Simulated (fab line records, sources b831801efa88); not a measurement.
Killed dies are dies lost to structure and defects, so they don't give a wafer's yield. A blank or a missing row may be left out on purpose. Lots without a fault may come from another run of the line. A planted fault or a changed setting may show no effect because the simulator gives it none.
fab line records | flow gf180mcu | part 2 of 2: steps 27 to 37 of 37
record lots=5 wafers=15 last_day=34
route steps=602 shown POLY_GATE@174 HV_LDD@176
lots that met no fault: from a run of the same line without faults
start_h: hours from the record's first day to the start of the lot's first wafer shown | wait_h: hours since the lot's step before | " the same as in the row above | L1.1+2: a row that stands for several wafers | - no value, or no start given | * or withheld: withheld | < > ~ a bound
route shown NAME@n: a module of which the file shows steps, and the number in the route of the first | usual: mean/standard deviation of fault-free wafers | same: alike in all rows | chamber/n: place in a boat | sites: the reading at each site | _std_site: their standard deviation | _edge_site: outer sites' mean less inner sites' | radius_mm: how far each site lies from the wafer's centre | mask NAME#n: copy n | behind: the tool/chamber that last shaped the wafer | hold: why the lot was held/for how many hours/how that ended | device: the transistor (n, p or np) that didn't switch | end of line: the same wafers' tests at the end of the route | a step without rows: its recipe alone | killed: dies lost to structure and defects at the first sort, not the wafer's yield | map: a wafer's dies, x killed, . not, _ none there
set.NAME: the setting as run; set.NAME@STEP: as run at that earlier step | model.NAME: the simulator's own value behind a step, which no gauge read
lots at some steps of the route; a table a step, a row a wafer
services: from which hour (start_h, from the record's first day; less than 0 if before it) a tool's chamber was out of use, for how many hours, and why
## steps
# step GF_HV_LDD_DEHYDRATE_24
# recipe temp_c=200 time_s=60
# usual exhaust_pa=45.0/0.85
# columns lot.wafer tool chamber start_h wait_h exhaust_pa
L075.2 litho_track-04 0 251.04 8.8 44.2
L075.3 " 0 " " 44.2
L075.6 " 0 " " 44.4
L076.3 litho_track-02 0 259.36 8.5 45.4
L076.4 " 0 " " 43.6
L076.5 " 0 " " 45.5
L081.2 litho_track-02 0 293.04 9.0 45.4
L081.4 " 0 " " 45.1
L081.5 " 0 " " 44.9
L084.2 litho_track-02 0 321.58 10.3 44.9
L084.4 " 0 " " 44.8
L084.6 " 0 " " 45.0
L097.1 litho_track-01 0 418.71 11.4 45.5
L097.3 " 0 " " 43.3
L097.4 " 0 " " 45.3
# step GF_HV_LDD_HMDS_25
# recipe prime_time_s=60 prime_temp_c=120
# usual exhaust_pa=45.0/0.96
# same prime_time_s=60
# columns lot.wafer tool chamber start_h wait_h exhaust_pa
L075.2 litho_track-04 0 251.19 0.1 45.1
L075.3 " 0 " " 44.4
L075.6 " 0 " " 44.8
L076.3 litho_track-02 0 259.51 0.1 45.2
L076.4 " 0 " " 44.1
L076.5 " 0 " " 44.9
L081.2 litho_track-02 0 293.19 0.1 44.8
L081.4 " 0 " " 45.2
L081.5 " 0 " " 45.2
L084.2 litho_track-02 0 321.73 0.1 45.7
L084.4 " 0 " " 46.0
L084.6 " 0 " " 44.9
L097.1 litho_track-01 0 418.86 0.1 46.2
L097.3 " 0 " " 44.3
L097.4 " 0 " " 45.3
# step GF_HV_LDD_COAT_26
# recipe resist=NOVOLAK spin_rpm=3000 resist_thk_nm=1000
# usual exhaust_pa=44.9/0.83
# columns lot.wafer tool chamber start_h wait_h exhaust_pa
L075.2 litho_track-04 0 251.34 0.1 44.0
L075.3 " 0 " " 44.7
L075.6 " 0 " " 43.7
L076.3 litho_track-02 0 259.66 0.1 44.6
L076.4 " 0 " " 45.4
L076.5 " 0 " " 44.2
L081.2 litho_track-02 0 293.33 0.1 45.6
L081.4 " 0 " " 44.8
L081.5 " 0 " " 46.4
L084.2 litho_track-02 0 321.88 0.1 44.6
L084.4 " 0 " " 44.1
L084.6 " 0 " " 44.9
L097.1 litho_track-01 0 419.01 0.1 44.5
L097.3 " 0 " " 45.2
L097.4 " 0 " " 45.5
# step GF_HV_LDD_SOFTBAKE_27
# recipe temp_c=90 time_s=60 resist=NOVOLAK
# usual exhaust_pa=44.9/0.98
# columns lot.wafer tool chamber start_h wait_h exhaust_pa
L075.2 litho_track-04 0 251.49 0.1 45.9
L075.3 " 0 " " 45.2
L075.6 " 0 " " 45.7
L076.3 litho_track-02 0 259.81 0.1 45.2
L076.4 " 0 " " 44.8
L076.5 " 0 " " 45.6
L081.2 litho_track-02 0 293.49 0.1 45.6
L081.4 " 0 " " 44.6
L081.5 " 0 " " 43.7
L084.2 litho_track-02 0 322.03 0.1 44.0
L084.4 " 0 " " 44.2
L084.6 " 0 " " 45.1
L097.1 litho_track-01 0 419.16 0.1 45.5
L097.3 " 0 " " 44.1
L097.4 " 0 " " 44.2
# step GF_HV_LDD_EXPOSE_28
# recipe mask_id=Nplus_HV_AREA target_cd_nm=400 na=0.6 source_shape=conventional sigma_outer=0.6 dose_mj=140
# columns lot.wafer tool chamber start_h wait_h mask
L075.2+3+6 iline_stepper-01 0 - - Nplus_HV_AREA#0
L076.3+4+5 iline_stepper-01 0 - - Nplus_HV_AREA#0
L081.2+4+5 iline_stepper-02 0 - - Nplus_HV_AREA#0
L084.2+4+6 iline_stepper-01 0 - - Nplus_HV_AREA#0
L097.1+3+4 iline_stepper-02 0 - - Nplus_HV_AREA#0
# step GF_HV_LDD_PEB_29
# recipe temp_c=withheld time_s=* resist=NOVOLAK
# usual exhaust_pa=45.2/0.83
# columns lot.wafer tool chamber start_h wait_h exhaust_pa
L075.2 litho_track-04 0 - - 46.4
L075.3 " 0 " " 43.8
L075.6 " 0 " " 46.1
L076.3 litho_track-02 0 - - 45.4
L076.4 " 0 " " 45.3
L076.5 " 0 " " 45.2
L081.2 litho_track-01 0 - - 44.7
L081.4 " 0 " " 45.2
L081.5 " 0 " " 45.1
L084.2 litho_track-01 0 - - 45.8
L084.4 " 0 " " 45.7
L084.6 " 0 " " 44.8
L097.1 litho_track-01 0 - - 44.6
L097.3 " 0 " " 44.8
L097.4 " 0 " " 44.8
# step GF_HV_LDD_DEVELOP_30
# recipe develop_time_s=60 dev_temp_c=23
# usual exhaust_pa=44.7/0.85
# columns lot.wafer tool chamber start_h wait_h exhaust_pa
L075.2 litho_track-04 0 260.94 0.1 43.6
L075.3 " 0 " " 44.1
L075.6 " 0 " " 45.0
L076.3 litho_track-02 0 268.51 0.1 44.5
L076.4 " 0 " " 43.5
L076.5 " 0 " " 44.4
L081.2 litho_track-01 0 304.33 0.1 44.5
L081.4 " 0 " " 44.4
L081.5 " 0 " " 45.0
L084.2 litho_track-01 0 332.33 0.1 45.5
L084.4 " 0 " " 45.0
L084.6 " 0 " " 45.0
L097.1 litho_track-01 0 431.41 0.1 44.3
L097.3 " 0 " " 44.9
L097.4 " 0 " " 44.9
# step GF_HV_LDD_CD_MEAS_31
# recipe target_cd_nm=400
# usual cd_nm=399.5/2
# columns lot.wafer tool chamber start_h wait_h cd_nm
L075.2 cd_sem-01 - 261.09 0.1 399.1
L075.3 " - " " 399.7
L075.6 " - " " 397.9
L076.3 cd_sem-02 - 268.65 0.1 401.8
L076.4 " - " " 400.0
L076.5 " - " " 401.4
L081.2 cd_sem-02 - 304.48 0.1 399.7
L081.4 " - " " 399.7
L081.5 " - " " 399.7
L084.2 cd_sem-01 - 332.48 0.1 401.1
L084.4 " - " " 400.9
L084.6 " - " " 399.9
L097.1 cd_sem-02 - 431.56 0.1 398.6
L097.3 " - " " 399.8
L097.4 " - " " 399.5
# step GF_HV_LDD_OVL_MEAS_32
# usual HV_LDD_02_OVL=-1.2/1.8
# columns lot.wafer tool chamber start_h wait_h HV_LDD_02_OVL[nm]
L075.2 overlay-02 - 261.19 0.1 -2.6
L075.3 " - " " -2.8
L075.6 " - " " -4.2
L076.3 overlay-01 - 268.74 0.1 -1.1
L076.4 " - " " -2.1
L076.5 " - " " -1.6
L081.2 overlay-02 - 304.58 0.1 -4.4
L081.4 " - " " -2.8
L081.5 " - " " -3.9
L084.2 overlay-02 - 332.58 0.1 -3.8
L084.4 " - " " -2.3
L084.6 " - " " -2.0
L097.1 overlay-02 - 431.68 0.1 -0.2
L097.3 " - " " -0.1
L097.4 " - " " -0.5
# step GF_HV_LDD_IMPLANT_33
# recipe species=P energy_kev=60 dose_cm2=7.5e+12 tilt_deg=30 rotation_deg=0
# usual end_station_pressure_torr=5.02e-06/2.7e-07
# columns lot.wafer tool chamber start_h wait_h end_station_pressure_torr
L075.2 implanter-03 0 261.25 0.0 4.68e-06
L075.3 " 0 " " 4.82e-06
L075.6 " 0 " " 5.35e-06
L076.3 implanter-01 0 268.82 0.1 4.78e-06
L076.4 " 0 " " 5e-06
L076.5 " 0 " " 5.23e-06
L081.2 implanter-04 0 304.64 0.0 5.3e-06
L081.4 " 0 " " 5.22e-06
L081.5 " 0 " " 5.54e-06
L084.2 implanter-01 0 332.64 0.0 4.98e-06
L084.4 " 0 " " 4.61e-06
L084.6 " 0 " " 4.96e-06
L097.1 implanter-01 0 431.71 0.0 4.55e-06
L097.3 " 0 " " 4.99e-06
L097.4 " 0 " " 4.94e-06
# step GF_HV_LDD_IMPLANT_34
# recipe species=P energy_kev=60 dose_cm2=7.5e+12 tilt_deg=30 rotation_deg=90
# usual end_station_pressure_torr=5e-06/2.6e-07
# columns lot.wafer tool chamber start_h wait_h end_station_pressure_torr
L075.2 implanter-03 0 261.40 0.1 4.89e-06
L075.3 " 0 " " 4.43e-06
L075.6 " 0 " " 5.15e-06
L076.3 implanter-01 0 268.97 0.1 5.09e-06
L076.4 " 0 " " 4.99e-06
L076.5 " 0 " " 4.63e-06
L081.2 implanter-04 0 304.79 0.1 5.02e-06
L081.4 " 0 " " 4.89e-06
L081.5 " 0 " " 4.94e-06
L084.2 implanter-01 0 332.79 0.1 5.28e-06
L084.4 " 0 " " 4.82e-06
L084.6 " 0 " " 5.28e-06
L097.1 implanter-01 0 431.86 0.1 4.83e-06
L097.3 " 0 " " 5.04e-06
L097.4 " 0 " " 4.72e-06
## services
# columns tool chamber start_h hours kind
iline_stepper-01 - 220.78 2.1 pm
iline_stepper-01 - 222.87 - consumable_replace:lamp
implanter-04 - 223.22 3.4 pm
implanter-03 - 232.56 3.7 repair
implanter-01 - 240.11 2.9 repair
implanter-04 - 246.92 1.5 repair
implanter-01 - 256.84 2.4 repair
iline_stepper-02 - 257.37 0.6 repair
implanter-04 - 275.65 2.2 repair
plasma_asher-01 - 322.29 3.9 repair
iline_stepper-02 - 348.57 1.7 pm
iline_stepper-01 - 358.72 1.7 pm
implanter-01 - 367.47 3.0 repair
plasma_asher-01 - 384.36 4.9 repair
plasma_asher-01 - 386.80 0.4 repair
implanter-03 - 388.19 3.6 pm
implanter-04 - 392.34 6.1 repair
plasma_asher-04 - 395.55 6.4 repair
iline_stepper-01 - 414.99 9.1 repair
implanter-01 - 418.77 4.3 repair
implanter-01 - 423.07 3.6 pm
